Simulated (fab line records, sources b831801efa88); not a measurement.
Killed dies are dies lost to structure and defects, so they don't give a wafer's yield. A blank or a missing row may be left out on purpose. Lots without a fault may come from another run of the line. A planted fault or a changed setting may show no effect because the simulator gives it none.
A struck lot beside a sound one | flow sfq_line | 13 steps out of a route of 325
Sound: wafers L507.1, L507.4, L507.6. Struck: wafers L519.1, L519.3, L519.5. The cause comes at the end.
At each step with rows: each side's tool, then ch and its chambers, then its first start. Under that, the readings that differ: sound wafers | struck wafers | difference of the means | sigmas: that difference in standard deviations of wafers without a fault.
alike: readings whose means differ by less than 2 such deviations, and words and numbers that are the same on both sides. not compared: withheld readings, readings that some wafer has no value for, bounds like >300 that may hide the same value, and numbers for which the record gives no deviation and whose values overlap.
The two part at a step that has a row with sigmas, a row that says differs or no value, or rows on one side only. Numbers that don't overlap but have no deviation are shown without sigmas and don't part them. A reading that every wafer of one side lacks parts them only if that side has two wafers or more.

first, 6 steps without rows for these wafers: SFQ_TRILAYER_M1_LITHO_COAT_044 (resist thk 62 nm); SFQ_TRILAYER_M1_LITHO_COAT_039 (resist thk 600 nm); SFQ_TRILAYER_M1_LITHO_SOFTBAKE_043; SFQ_TRILAYER_M1_LITHO_EXPOSE_040 (exposes mask M1, target cd 500 nm); SFQ_TRILAYER_M1_LITHO_PEB_042 (peb time 60 s); SFQ_TRILAYER_M1_LITHO_DEVELOP_041 (time 60 s).
SFQ_M1_OVL_MEAS_911:
  sound on overlay-01, day 11 16:19; struck on overlay-02, day 15 22:12
  alike: M1_OVL
SFQ_TRILAYER_M1_BARC_OPEN_METAL_ETCH_054: etches BARC in O2, target depth 125 nm, time 41.7 s.
  sound on rie_metal-04 ch 0, day 11 16:21; struck on rie_metal-02 ch 0,1, day 15 22:14
  alike: drypump_motor_current_A, oes_product_au
  not compared: rf_hours_counter_h
SFQ_TRILAYER_M1_ETCH_METAL_ETCH_042: etches Nb in Cl2/Ar, stops on SiO2, target depth 240 nm, time 120 s.
  sound on rie_metal-04 ch 0, day 11 16:25; struck on rie_metal-02 ch 0,1, day 15 22:17
  alike: drypump_motor_current_A, oes_product_au
  not compared: rf_hours_counter_h
SFQ_TRILAYER_M1_STRIP_STRIP_043: strips in O2.
  sound on rie_metal-04 ch 0, day 11 16:32; struck on rie_metal-02 ch 0,1, day 15 22:25
  alike: drypump_motor_current_A, oes_product_au
  not compared: rf_hours_counter_h
then, 1 step without rows for these wafers: SFQ_TRILAYER_M1_STRIP_SOLV_CLEAN_044 (cleans in NMP, time 600 s).
SFQ_TRILAYER_I1_DEP_PECVD_045: deposits SiO2 from SiH4/N2O, time 111.11 s, target thk 500 nm.
  sound on pecvd-03 ch 1,2, day 11 17:19; struck on pecvd-04 ch 1,2, day 15 23:11
  reading                                             | sound             | struck            | difference | sigmas
  rf_fwd_power_W (W)                                  | 181.8 182.7 182.0 | 153.0 152.3 152.7 | -29.5      | -47
  showerhead_vpp_V (V)                                | 831 789 844       | 756 768 763       | -59        | -2
  model.SiO2_of_TRILAYER_I1_DEP_PECVD_045.thk_nm (nm) | 491.3 499.1 506.7 | 472.5 464.2 475.1 | -28.4      |
  alike: heater_power_outer_w, heater_power_w, susceptor_temp_C, throttle_valve_pct
SFQ_TRILAYER_I1_CMP_CMP_046: polishes SiO2.
  sound on cmp-01 ch 0,2,3, day 11 17:43; struck on cmp-02 ch 0,1, day 15 23:43
  alike: head_pressure_psi, motor_current_A

WHERE THEY PART
Only at SFQ_TRILAYER_I1_DEP_PECVD_045, within this record. Later steps at which nothing parts them and some readings are alike: SFQ_TRILAYER_I1_CMP_CMP_046.

WHY: what the simulator had put in
Process parameter drift: pecvd-04, from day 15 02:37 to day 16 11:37, at SFQ_TRILAYER_I1_DEP_PECVD_045. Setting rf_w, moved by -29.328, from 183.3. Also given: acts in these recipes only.
